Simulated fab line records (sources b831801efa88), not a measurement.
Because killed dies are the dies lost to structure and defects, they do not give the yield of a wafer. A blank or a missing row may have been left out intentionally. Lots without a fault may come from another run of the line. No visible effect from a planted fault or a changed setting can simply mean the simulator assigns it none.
Which tool was responsible? :: flow sky130 :: 29 wafers from 10 lots sampled at 5 of the route's 708 steps

## WHAT THE GAUGES READ, wafer by wafer
SKY_VIA3_RS_MEAS_22: measurement is done with a four-point probe.
lot: L251
measured: day 40 17:28
on: film_metro-04
VIA3_W_RS (ohm/sq): 0.303 0.298 0.294

lot: L252
measured: day 41 06:13
on: film_metro-02
VIA3_W_RS (ohm/sq): 0.298 0.299 0.298

lot: L253
measured: day 41 19:37
on: film_metro-04
VIA3_W_RS (ohm/sq): 0.300 0.302 0.299

lot: L258
measured: day 42 14:30
on: film_metro-02
VIA3_W_RS (ohm/sq): 0.296 0.292 0.287

lot: L257
measured: day 42 15:09
on: film_metro-04
VIA3_W_RS (ohm/sq): 0.302 0.290 0.298

lot: L261
measured: day 43 12:46
on: film_metro-02
VIA3_W_RS (ohm/sq): 0.295 0.292 0.299

lot: L264
measured: day 44 12:07
on: film_metro-02
VIA3_W_RS (ohm/sq): 0.291 0.301 0.291

lot: L265
measured: day 44 18:35
on: film_metro-02
VIA3_W_RS (ohm/sq): 0.281 0.272 0.298

lot: L266
measured: day 44 23:34
on: film_metro-02
VIA3_W_RS (ohm/sq): 0.295 0.279

lot: L273
measured: day 46 13:43
on: film_metro-04
VIA3_W_RS (ohm/sq): 0.299 0.299 0.295

## TOOL THAT RAN EACH LOT (tool first, then ch and the chambers of the sampled wafers, then the start)
lot: L251
SKY_CAPM_METAL_ETCH_13: rie_metal-03 ch 0,1, day 38 11:08
SKY_CAPM_STRIP_14: plasma_asher-01 ch 0,1, day 38 11:13
SKY_VIA3_ETCH_14: rie_diel-01 ch 0,1,2, day 40 16:32
SKY_VIA3_CVD_21: cvd_w-02 ch 0,1, day 40 17:20

lot: L252
SKY_CAPM_METAL_ETCH_13: rie_metal-01 ch 0,1, day 39 00:24
SKY_CAPM_STRIP_14: plasma_asher-01 ch 0,1, day 39 00:29
SKY_VIA3_ETCH_14: rie_diel-02 ch 1,3, day 41 05:20
SKY_VIA3_CVD_21: cvd_w-02 ch 1, day 41 06:05

lot: L253
SKY_CAPM_METAL_ETCH_13: rie_metal-03 ch 1, day 39 14:11
SKY_CAPM_STRIP_14: plasma_asher-03 ch 0, day 39 14:20
SKY_VIA3_ETCH_14: rie_diel-02 ch 1,3, day 41 18:44
SKY_VIA3_CVD_21: cvd_w-02 ch 0,1, day 41 19:29

lot: L258
SKY_CAPM_METAL_ETCH_13: rie_metal-01 ch 0,1, day 40 09:20
SKY_CAPM_STRIP_14: plasma_asher-04 ch 0,1, day 40 09:24
SKY_VIA3_ETCH_14: rie_diel-03 ch 0,1, day 42 13:36
SKY_VIA3_CVD_21: cvd_w-01 ch 0,1, day 42 14:21

lot: L257
SKY_CAPM_METAL_ETCH_13: rie_metal-01 ch 0,1, day 40 10:35
SKY_CAPM_STRIP_14: plasma_asher-03 ch 0,1, day 40 10:39
SKY_VIA3_ETCH_14: rie_diel-02 ch 0,2,3, day 42 14:16
SKY_VIA3_CVD_21: cvd_w-01 ch 0,1, day 42 15:02

lot: L261
SKY_CAPM_METAL_ETCH_13: rie_metal-01 ch 0,1, day 41 08:59
SKY_CAPM_STRIP_14: plasma_asher-04 ch 0,1, day 41 09:03
SKY_VIA3_ETCH_14: rie_diel-03 ch 0,1, day 43 11:52
SKY_VIA3_CVD_21: cvd_w-01 ch 0,1, day 43 12:38

lot: L264
SKY_CAPM_METAL_ETCH_13: rie_metal-01 ch 0,1, day 42 09:32
SKY_CAPM_STRIP_14: plasma_asher-01 ch 0,1, day 42 09:36
SKY_VIA3_ETCH_14: rie_diel-03 ch 0,2,3, day 44 11:14
SKY_VIA3_CVD_21: cvd_w-01 ch 0,1, day 44 11:59

lot: L265
SKY_CAPM_METAL_ETCH_13: rie_metal-03 ch 0,1, day 42 16:02
SKY_CAPM_STRIP_14: plasma_asher-04 ch 0,1, day 42 16:07
SKY_VIA3_ETCH_14: rie_diel-03 ch 0,3, day 44 17:39
SKY_VIA3_CVD_21: cvd_w-01 ch 0,1, day 44 18:27

lot: L266
SKY_CAPM_METAL_ETCH_13: rie_metal-01 ch 0,1, day 42 21:17
SKY_CAPM_STRIP_14: plasma_asher-01 ch 0, day 42 21:22
SKY_VIA3_ETCH_14: rie_diel-01 ch 2,3, day 44 22:38
SKY_VIA3_CVD_21: cvd_w-01 ch 0, day 44 23:26

lot: L273
SKY_CAPM_METAL_ETCH_13: rie_metal-02 ch 0,1, day 44 14:50
SKY_CAPM_STRIP_14: plasma_asher-01 ch 0,1, day 44 14:55
SKY_VIA3_ETCH_14: rie_diel-02 ch 0,2,3, day 46 12:48
SKY_VIA3_CVD_21: cvd_w-02 ch 0,1, day 46 13:35
- SKY_CAPM_METAL_ETCH_13: etches TiN in Cl2/BCl3, stops on SiO2, target depth 220 nm, time 62.9 s.
- SKY_CAPM_STRIP_14: strips in O2/N2.
- SKY_VIA3_ETCH_14: etches BARC in N2/H2, stops on SiO2, time 45.9 s, target depth 60 nm.
- SKY_VIA3_CVD_21: deposits W, target thk 390 nm, time 117.31 s.

## THE ANSWER, worked out from the rows above alone
Rule: the lots themselves supply what counts as usual. The widest of any qualifying gaps counts: lots, ordered by their means at a reading, are off when they make up no more than a third of the lots, leave a main group of 4 or more, and stand apart from it by 3 or more times the standard deviation of that group's means. Not used: any main group whose means are identical at the precision the tables above print for the reading. Also off: a lot with no number at a reading for which 4 or more lots have one. Where the step has rows for the other lots, those lots are counted as sound.
None of the lots is off at any reading shown; this tells nothing.

## WHAT WAS PUT IN BY THE SIMULATOR
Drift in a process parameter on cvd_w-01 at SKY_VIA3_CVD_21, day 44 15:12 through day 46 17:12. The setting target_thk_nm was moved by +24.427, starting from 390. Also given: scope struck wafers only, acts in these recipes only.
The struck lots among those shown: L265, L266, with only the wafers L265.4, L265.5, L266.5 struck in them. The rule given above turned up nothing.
